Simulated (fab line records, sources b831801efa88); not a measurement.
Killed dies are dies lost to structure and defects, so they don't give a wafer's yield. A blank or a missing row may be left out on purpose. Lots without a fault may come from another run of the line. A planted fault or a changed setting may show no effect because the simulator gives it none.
Which tool did it? | flow gf180mcu | 11 lots, 33 wafers sampled, at 2 steps of a route of 602

WHAT THE GAUGES READ, wafer by wafer
GF_VT_IMPLANT_OVL_MEAS_29.
lot  | measured     | on         | VT_IMPLANT_02_OVL (nm)
L611 | day 7 09:54  | overlay-01 | -1.2 2.1 0.5
L614 | day 7 23:59  | overlay-01 | 1.6 1.0 2.8
L615 | day 8 08:42  | overlay-02 | 1.4 1.9 0.5
L617 | day 9 00:08  | overlay-02 | 0.1 2.8 1.3
L621 | day 9 22:37  | overlay-02 | 1.2 -0.8 -0.5
L622 | day 10 04:56 | overlay-01 | -1.8 -1.4 -2.9
L625 | day 11 00:44 | overlay-02 | 0.7 1.2 0.4
L627 | day 11 10:38 | overlay-01 | - - -
L631 | day 12 16:55 | overlay-02 | 0.9 2.8 1.2
L632 | day 12 17:44 | overlay-02 | 0.3 -0.9 -0.8
L633 | day 13 01:50 | overlay-01 | 1.8 0.9 1.5

WHICH TOOL RAN EACH LOT (tool, then ch and the chambers of the sampled wafers, then the start)
lot  | GF_VT_IMPLANT_EXPOSE_26
L611 | iline_stepper-02 ch 0, day 7 01:48
L614 | iline_stepper-01 ch 0, day 7 16:02
L615 | iline_stepper-01 ch 0, day 8 01:16
L617 | iline_stepper-01 ch 0, day 8 16:17
L621 | iline_stepper-02 ch 0, day 9 14:47
L622 | iline_stepper-02 ch 0, day 9 20:04
L625 | iline_stepper-02 ch 0, day 10 15:46
L627 | iline_stepper-02 ch 0, day 11 01:28
L631 | iline_stepper-02 ch 0, day 12 07:05
L632 | iline_stepper-02 ch 0, day 12 08:05
L633 | iline_stepper-02 ch 0, day 12 16:23
- GF_VT_IMPLANT_EXPOSE_26: exposes mask LVPWELL HV AREA, target cd 860 nm.

THE ANSWER, worked out from the rows above alone
Rule: what is usual is taken from the lots themselves. Put in order of their means at a reading, lots are off if they are a third of the lots or fewer, leave a main group of 4 or more, and stand apart from it by a gap of 3 or more times the standard deviation of the main group's means; of several such gaps the widest counts. A main group whose means are all the same, to the digits that the tables above print for the reading, isn't used. A lot without any number at a reading at which 4 lots or more have one is off too. The other lots that the step has rows for count as sound.
Off: L627, at GF_VT_IMPLANT_OVL_MEAS_29 (VT_IMPLANT_02_OVL). Without a number there: L627. The main group: mean 0.6 nm, standard deviation 1.1.
A tool fits if, at a process step before that reading, it ran every lot that is off, and no sound lot after the first of them. The gauges at GF_VT_IMPLANT_OVL_MEAS_29 are tried like those tools. None of those tried fits.

WHAT THE SIMULATOR HAD PUT IN
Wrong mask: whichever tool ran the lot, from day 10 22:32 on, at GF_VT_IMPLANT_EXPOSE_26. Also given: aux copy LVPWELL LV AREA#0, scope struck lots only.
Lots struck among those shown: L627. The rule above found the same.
